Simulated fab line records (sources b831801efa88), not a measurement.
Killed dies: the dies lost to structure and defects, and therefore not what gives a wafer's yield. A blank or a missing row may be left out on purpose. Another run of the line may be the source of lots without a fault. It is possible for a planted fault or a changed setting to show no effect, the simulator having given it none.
Lot-split experiment    flow sfq line    5 lots, 23 wafers read, on a route of 325 steps

ON THE SPLIT
At SFQ_TRILAYER_M8_DEP_EVAP_198 (material Pt, target thk 50 nm, time 250 s), the setting time s was moved away from the recipe's 250 s on 9 of the 23 wafers read, by -13.8% to +10.0%. The other wafers ran this setting at the recipe's value.

The reading is taken at the split's own step.

THE READING
Pt_of_TRILAYER_M8_DEP_EVAP_198.thk nm (the simulator's own value, which no gauge read), in nm, at SFQ_TRILAYER_M8_DEP_EVAP_198 (material Pt, target thk 50 nm, time 250 s). There is no usual value for it anywhere in the file. The 14 wafers here that ran the recipe average 50.14 nm, standard deviation 0.64 nm.

wafer   tool, chamber at the split  time s as run, s  against the recipe  Pt_of_TRILAYER_M8_DEP_EVAP_198.thk nm, nm  against lot-mates on the recipe
L074.1  pvd sputter-01, -           237.2             -5.1%               48.41                                      -2.48
L074.2  pvd sputter-01, -           237.2             -5.1%               48.69                                      -2.20
L074.4  pvd sputter-01, -           237.2             -5.1%               47.75                                      -3.14
L074.5  pvd sputter-01, -           250               recipe              50.22                                      -
L074.6  pvd sputter-01, -           250               recipe              51.56                                      -
L075.1  pvd sputter-02, -           250               recipe              50.17                                      -
L075.3  pvd sputter-02, -           250               recipe              50.32                                      -
L075.5  pvd sputter-02, -           250               recipe              50.21                                      -
L077.2  pvd sputter-02, -           250               recipe              49.77                                      -
L077.3  pvd sputter-02, -           250               recipe              50.74                                      -
L077.4  pvd sputter-02, -           250               recipe              49.95                                      -
L077.5  pvd sputter-02, -           250               recipe              50.67                                      -
L077.6  pvd sputter-02, -           250               recipe              50.54                                      -
L078.2  pvd sputter-01, -           250               recipe              49.05                                      -
L078.3  pvd sputter-01, -           250               recipe              48.99                                      -
L078.4  pvd sputter-01, -           274.9             +10.0%              53.77                                      +4.75
L078.5  pvd sputter-01, -           274.9             +10.0%              54.1                                       +5.08
L078.6  pvd sputter-01, -           274.9             +10.0%              54.75                                      +5.73
L082.1  pvd sputter-01, -           215.5             -13.8%              43.98                                      -5.91
L082.2  pvd sputter-01, -           215.5             -13.8%              42.4                                       -7.49
L082.3  pvd sputter-01, -           250               recipe              50.12                                      -
L082.4  pvd sputter-01, -           215.5             -13.8%              43.12                                      -6.77
L082.6  pvd sputter-01, -           250               recipe              49.67                                      -

THE FIT
A straight line over all 23 wafers: Pt_of_TRILAYER_M8_DEP_EVAP_198.thk nm changes by +0.461 nm for each +1% of time s; r = +0.97; the points scatter about the line by 0.71 nm.
The same after taking each lot's own level away (the mean of its wafers on the recipe; 23 wafers): +0.501 nm for each +1%; r = +0.99; scatter 0.45 nm.
That fit puts the effect of the largest move of time s on the reading at 6.9 nm.
From 49.020 to 50.890 nm: that is the span of the lots' own levels, equal to 2.9 times the standard deviation above.
The two slopes agree, so the slope changes little with the lot-to-lot level.
Check: with one of the wafers moved furthest among these (-13.8%) left out of the fit, the line predicts -7.14 nm for it against its lot-mates. Against them it came out at -5.91 nm.

FURTHER SPLITS ON THESE WAFERS
Other splits were also applied to these wafers ahead of the reading. Each is held against what the fit with the lots' levels taken away leaves over:
other split on the same wafers                     wafers away from the commonest value  r with Pt_of_TRILAYER_M8_DEP_EVAP_198.thk nm (lot level and that fit taken away)
SFQ_TRILAYER_I6_VIA_BARC_OPEN_VIA_ETCH_235 time s  12                                    +0.00
SFQ_TRILAYER_M7_LITHO_PEB_180 peb temp c           8                                     -0.06
SFQ_TRILAYER_I7_VIA_LITHO_COAT_187 resist thk nm   6                                     +0.01
SFQ_TRILAYER_I7_VIA_BARC_OPEN_VIA_ETCH_260 time s  5                                     -0.19

THE FILE'S OWN FIT
Pt_of_TRILAYER_M8_DEP_EVAP_198.thk nm changes by +0.5 nm for each +1% of time s, r = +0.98.
